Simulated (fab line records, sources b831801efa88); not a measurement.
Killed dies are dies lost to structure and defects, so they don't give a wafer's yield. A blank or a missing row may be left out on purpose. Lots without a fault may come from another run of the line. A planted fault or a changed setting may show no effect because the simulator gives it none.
Chamber matching | flow gf180mcu | GF_V2_CMP_04 on cmp-02: 4 sister chambers
The step polishes SiO2. 14 wafers are shown with their chamber, then 7 later ones without.

WAFERS WITH THEIR CHAMBER
wafer  | chamber | motor_current_A (A) | slurry_flow_ml_min | time_to_endpoint_s (s)
L457.1 | 2       | 11.9                | 150.7              | 77
L457.3 | 1       | 12.0                | 150.8              | 74
L457.4 | 3       | 11.7                | 150.0              | 83
L456.1 | 3       | 10.8                | 149.9              | 78
L456.2 | 0       | 12.3                | 149.5              | 80
L456.3 | 2       | 11.3                | 149.4              | 73
L458.2 | 1       | 11.3                | 149.3              | 80
L458.5 | 1       | 11.5                | 151.0              | 83
L458.6 | 2       | 12.1                | 149.5              | 88
L459.2 | 0       | 12.1                | 150.0              | 76
L459.3 | 3       | 12.0                | 150.1              | 77
L459.5 | 0       | 13.0                | 150.0              | 84
L466.1 | 1       | 11.5                | 150.6              | 78
L466.2 | 2       | 11.4                | 150.5              | 77

SIGNATURES (means of the wafers above)
reading            | chamber 0 | chamber 1 | chamber 2 | chamber 3 | scatter within a chamber
motor_current_A    | 12.467    | 11.575    | 11.675    | 11.500    | 0.441
slurry_flow_ml_min | 149.833   | 150.425   | 150.025   | 150.000   | 0.575
time_to_endpoint_s | 80.00     | 78.75     | 78.75     | 79.33     | 4.69
Rule: a wafer's distance from a chamber is the root of the sum, over the readings, of the square of ((its reading less the chamber's mean) divided by the reading's scatter). The wafer belongs to the nearest chamber; if the next one is less than 2 further off, it can't be placed. The scatter: the root of (the sum of the squares of (reading less its chamber's mean) over the shown wafers, divided by (wafers less chambers)).

WAFERS WITHOUT THEIR CHAMBER
wafer  | motor_current_A (A) | slurry_flow_ml_min | time_to_endpoint_s (s)
L466.3 | 12.4                | 149.9              | 78
L467.2 | 11.8                | 150.6              | 78
L467.3 | 11.8                | 150.3              | 85
L467.6 | 12.1                | 150.2              | 84
L476.1 | 11.4                | 149.6              | 77
L476.3 | 11.0                | 150.4              | 68
L476.5 | 11.8                | 149.2              | 76

WHICH CHAMBER EACH WENT THROUGH
wafer  | from the rows above               | in truth
L466.3 | can't be placed: 0 or 2 or 3 or 1 | 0
L467.2 | can't be placed: 1 or 2 or 3 or 0 | 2
L467.3 | can't be placed: 1 or 2 or 3 or 0 | 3
L467.6 | can't be placed: 0 or 2 or 1 or 3 | 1
L476.1 | can't be placed: 3 or 2 or 1 or 0 | 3
L476.3 | can't be placed: 1 or 3 or 2 or 0 | 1
L476.5 | can't be placed: 2 or 3 or 0 or 1 | 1
Placed correctly: 0 of 7. Can't be placed from these rows: 7 (the true chamber is among the candidates in 7). Placed wrongly: 0.
